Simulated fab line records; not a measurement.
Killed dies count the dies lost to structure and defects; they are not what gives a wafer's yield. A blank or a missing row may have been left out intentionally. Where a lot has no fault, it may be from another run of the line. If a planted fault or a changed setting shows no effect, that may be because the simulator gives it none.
Which tool is to blame? || flow gf180mcu || 6 lots, 18 wafers sampled, at 2 steps of a route of 602

WHAT THE GAUGES SHOWED, per wafer
GF_CONTACT_RS_MEAS_25: measurement is done with a four-point probe.
{"lot": "L971", "measured": "day 16 13:21", "on": "film-metro-02", "CONTACT_W_RS (ohm/sq)": "0.390 0.384 0.384"}
{"lot": "L974", "measured": "day 17 12:01", "on": "film-metro-04", "CONTACT_W_RS (ohm/sq)": "0.387 0.381 0.384"}
{"lot": "L976", "measured": "day 18 08:58", "on": "film-metro-01", "CONTACT_W_RS (ohm/sq)": "0.442 0.383 0.445 0.443 0.383 0.445"}
{"lot": "L980", "measured": "day 19 21:26", "on": "film-metro-02", "CONTACT_W_RS (ohm/sq)": "0.381 0.386 0.437 0.382 0.385 0.437"}
{"lot": "L984", "measured": "day 21 11:53", "on": "film-metro-04", "CONTACT_W_RS (ohm/sq)": "0.386 0.380 0.384"}
{"lot": "L993", "measured": "day 24 09:31", "on": "film-metro-02", "CONTACT_W_RS (ohm/sq)": "0.390 0.389 0.390"}

WHAT TOOL EACH LOT RAN ON (gives the tool, then ch and the chambers of the sampled wafers, and finally the start)
{"lot": "L971", "GF_CONTACT_CVD_24": "cvd-w-01 ch 0,1, day 16 13:14"}
{"lot": "L974", "GF_CONTACT_CVD_24": "cvd-w-02 ch 0,1, day 17 11:55"}
{"lot": "L976", "GF_CONTACT_CVD_24": "cvd-w-01 ch 0,1, day 18 08:51"}
{"lot": "L980", "GF_CONTACT_CVD_24": "cvd-w-01 ch 0,1, day 19 21:20"}
{"lot": "L984", "GF_CONTACT_CVD_24": "cvd-w-02 ch 0,1, day 21 11:46"}
{"lot": "L993", "GF_CONTACT_CVD_24": "cvd-w-02 ch 0, day 24 09:25"}
- GF_CONTACT_CVD_24: deposits W, target thk 300 nm, time 90.339 s.

THE ANSWER, worked out from the rows above alone
Rule: what is usual is taken from the lots themselves. Put in order of their means at a reading, lots are off if they are a third of the lots or fewer, leave a main group of 4 or more, and stand apart from it by a gap of 3 or more times the standard deviation of the main group's means; of several such gaps the widest counts. The tables above print the reading to a certain number of digits; a main group whose means all agree to those digits is not used. Also off: a lot with no number at a reading for which 4 or more lots have one. Any other lot the step has rows for is counted as sound.
Off: L976, L980, at GF_CONTACT_RS_MEAS_25 (CONTACT_W_RS). Mean 0.386 ohm/sq and standard deviation 0.0025 in the main group.
If a tool, at a process step before that reading, ran all the lots that are off and no sound lot after the first of them, it fits. The gauges at GF_CONTACT_RS_MEAS_25 are tried like those tools. One fits: cvd-w-01 at GF_CONTACT_CVD_24. A fault onset in the window from L971 (day 16 13:14, its last sound lot) to L976 (day 18 08:51, its first lot off) fits.

WHAT THE SIMULATOR PUT IN
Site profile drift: cvd-w-01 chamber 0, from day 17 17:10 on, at GF_CONTACT_CVD_24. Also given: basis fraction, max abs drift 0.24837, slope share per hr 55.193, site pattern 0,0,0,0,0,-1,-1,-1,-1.
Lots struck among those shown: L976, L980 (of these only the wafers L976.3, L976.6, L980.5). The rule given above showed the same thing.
